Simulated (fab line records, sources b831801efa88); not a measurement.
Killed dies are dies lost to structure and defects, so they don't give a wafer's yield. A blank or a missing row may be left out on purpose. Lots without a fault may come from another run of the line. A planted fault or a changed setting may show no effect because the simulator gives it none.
Which tool did it? | flow sky130 | 24 lots, 72 wafers sampled, at 2 steps of a route of 708

WHAT THE GAUGES READ, wafer by wafer
SKY_VIA2_RS_MEAS_22: measures by four-point-probe.
lot  | measured     | on            | VIA2_W_RS (ohm/sq)
L074 | day 36 08:08 | film_metro-01 | 0.2745 0.2700 0.2707
L075 | day 36 16:29 | film_metro-01 | 0.2721 0.2724 0.2698
L076 | day 37 22:49 | film_metro-02 | 0.2719 0.2760 0.2765
L077 | day 38 00:57 | film_metro-04 | 0.2712 0.2689 0.2700
L079 | day 38 03:56 | film_metro-04 | 0.2704 0.2707 0.2726
L078 | day 38 04:35 | film_metro-04 | 0.2749 0.2730 0.2727
L080 | day 38 05:00 | film_metro-02 | 0.2754 0.2746 0.2752
L081 | day 38 09:30 | film_metro-01 | 0.2683 0.2744 0.2684
L082 | day 39 00:04 | film_metro-04 | 0.2703 0.2712 0.2719
L083 | day 39 04:11 | film_metro-02 | 0.2705 0.2749 0.2741
L085 | day 39 14:08 | film_metro-01 | 0.2761 0.2693 0.2704
L084 | day 39 14:29 | film_metro-01 | 0.2754 0.2706 0.2691
L086 | day 40 06:48 | film_metro-04 | 0.2714 0.2732 0.2738
L089 | day 41 10:29 | film_metro-02 | 0.2690 0.2682 0.2718
L087 | day 41 11:53 | film_metro-02 | 0.2685 0.2700 0.2704
L088 | day 41 12:05 | film_metro-04 | 0.2758 0.2720 0.2725
L090 | day 41 13:34 | film_metro-02 | 0.2736 0.2732 0.2710
L091 | day 41 15:22 | film_metro-02 | 0.2705 0.2712 0.2737
L092 | day 41 17:56 | film_metro-02 | 0.2746 0.2753 0.2747
L093 | day 41 19:23 | film_metro-01 | 0.2694 0.2720 0.2712
L094 | day 42 08:52 | film_metro-01 | 0.2718 0.2717 0.2698
L095 | day 42 13:46 | film_metro-02 | 0.2692 0.2706 0.2726
L096 | day 42 18:18 | film_metro-02 | 0.2710 0.2697 0.2731
L097 | day 42 20:26 | film_metro-04 | 0.2767 0.2728 0.2749

WHICH TOOL RAN EACH LOT (tool, then ch and the chambers of the sampled wafers, then the start)
lot  | SKY_VIA2_ETCH_15
L074 | rie_diel-04 ch 1,3, day 36 07:10
L075 | rie_diel-03 ch 0,1, day 36 15:32
L076 | rie_diel-04 ch 0,3, day 37 21:55
L077 | rie_diel-04 ch 0,2,3, day 38 00:02
L079 | rie_diel-03 ch 1,2,3, day 38 03:02
L078 | rie_diel-01 ch 0,2,3, day 38 03:43
L080 | rie_diel-01 ch 0,1,3, day 38 04:04
L081 | rie_diel-01 ch 1,2,3, day 38 08:37
L082 | rie_diel-03 ch 0,1,2, day 38 23:13
L083 | rie_diel-01 ch 0,1,3, day 39 03:11
L085 | rie_diel-03 ch 2,3, day 39 13:11
L084 | rie_diel-01 ch 0,1,3, day 39 13:36
L086 | rie_diel-03 ch 0,1,3, day 40 05:57
L089 | rie_diel-03 ch 0,2,3, day 41 09:35
L087 | rie_diel-01 ch 0,1,2, day 41 11:02
L088 | rie_diel-03 ch 2,3, day 41 11:10
L090 | rie_diel-04 ch 0,1,2, day 41 12:42
L091 | rie_diel-01 ch 0,1,2, day 41 14:26
L092 | rie_diel-04 ch 1,2, day 41 17:03
L093 | rie_diel-03 ch 0,1,3, day 41 18:30
L094 | rie_diel-01 ch 0,2,3, day 42 08:00
L095 | rie_diel-04 ch 0,2, day 42 12:54
L096 | rie_diel-04 ch 2,3, day 42 17:23
L097 | rie_diel-04 ch 0,1,3, day 42 19:35
- SKY_VIA2_ETCH_15: etches SiO2 in C4F8/O2/Ar, stops on TiN, target depth 546 nm, time 84 s.

WHAT THE TOOLS THEMSELVES READ (means of the sampled wafers that have a number; where no wafer has one, the mark that the record gives instead)
SKY_VIA2_ETCH_15.
lot  | tool        | oes_product_au (a.u.)
L074 | rie_diel-04 | 0.941
L075 | rie_diel-03 | 0.944
L076 | rie_diel-04 | 0.943
L077 | rie_diel-04 | 0.942
L079 | rie_diel-03 | 0.938
L078 | rie_diel-01 | 0.936
L080 | rie_diel-01 | 0.943
L081 | rie_diel-01 | 0.941
L082 | rie_diel-03 | 0.936
L083 | rie_diel-01 | 0.938
L085 | rie_diel-03 | 0.939
L084 | rie_diel-01 | 0.935
L086 | rie_diel-03 | 0.944
L089 | rie_diel-03 | 0.943
L087 | rie_diel-01 | 0.947
L088 | rie_diel-03 | 0.937
L090 | rie_diel-04 | 0.942
L091 | rie_diel-01 | 0.936
L092 | rie_diel-04 | 0.941
L093 | rie_diel-03 | 0.941
L094 | rie_diel-01 | 0.938
L095 | rie_diel-04 | 0.938
L096 | rie_diel-04 | 0.940
L097 | rie_diel-04 | 0.943

THE ANSWER, worked out from the rows above alone
Rule: what is usual is taken from the lots themselves. Put in order of their means at a reading, lots are off if they are a third of the lots or fewer, leave a main group of 4 or more, and stand apart from it by a gap of 3 or more times the standard deviation of the main group's means; of several such gaps the widest counts. A main group whose means are all the same, to the digits that the tables above print for the reading, isn't used. A lot without any number at a reading at which 4 lots or more have one is off too. The other lots that the step has rows for count as sound. The gauges are gone through in route order, then the tools' own readings, and for those a lot's mean is taken as printed above. The first step at which some lot is off is used, and at that step the reading that is off furthest; a lot without a number counts as furthest.
No lot is off at any reading shown: from this, nothing can be told.

WHAT THE SIMULATOR HAD PUT IN
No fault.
